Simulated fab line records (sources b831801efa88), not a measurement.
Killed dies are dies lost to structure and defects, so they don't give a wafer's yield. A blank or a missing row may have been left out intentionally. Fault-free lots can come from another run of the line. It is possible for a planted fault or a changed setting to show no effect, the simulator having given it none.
Matching of chambers ; flow gf180mcu ; GF_V2_CVD_02 on pecvd-01 has 3 sister chambers
The step deposits SiO2 from TEOS, target thk 850 nm, time 94.851 s. 3 wafers are shown with their chamber, then 7 later ones without.

== EACH WAFER AND ITS CHAMBER ==
wafer;chamber;heater power w (W)
L313.4;2;598
L314.1;0;571
L314.3;1;600

== WAFERS WITHOUT THEIR CHAMBER ==
wafer;heater power w (W)
L314.6;666
L324.2;499
L324.3;679
L324.5;626
L327.2;610
L327.3;627
L327.4;649

== THE CHAMBER EACH PASSED THROUGH ==
wafer;from the rows above;in truth
L314.6;can't be placed: 1 or 2 or 0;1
L324.2;can't be placed: 0 or 2 or 1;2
L324.3;can't be placed: 1 or 2 or 0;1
L324.5;can't be placed: 1 or 2 or 0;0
L327.2;can't be placed: 1 or 2 or 0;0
L327.3;can't be placed: 1 or 2 or 0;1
L327.4;can't be placed: 1 or 2 or 0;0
Correctly placed: 0 of 7. Can't be placed from these rows: 7 (the true chamber is among the candidates in 7). Wrongly placed: 0.
How it was worked out, from the rows above alone: a wafer's distance from a chamber is the root of the sum, over the readings, of the square of ((its reading less the chamber's mean) divided by the reading's scatter). If the next closest chamber is less than 2 further off than the closest, the wafer can't be placed; otherwise it belongs to the closest. Each chamber's mean is taken over the wafers shown for it. The scatter: with one shown wafer a chamber, the root of the mean of the squares of how far each hidden wafer lies from its nearest shown one.
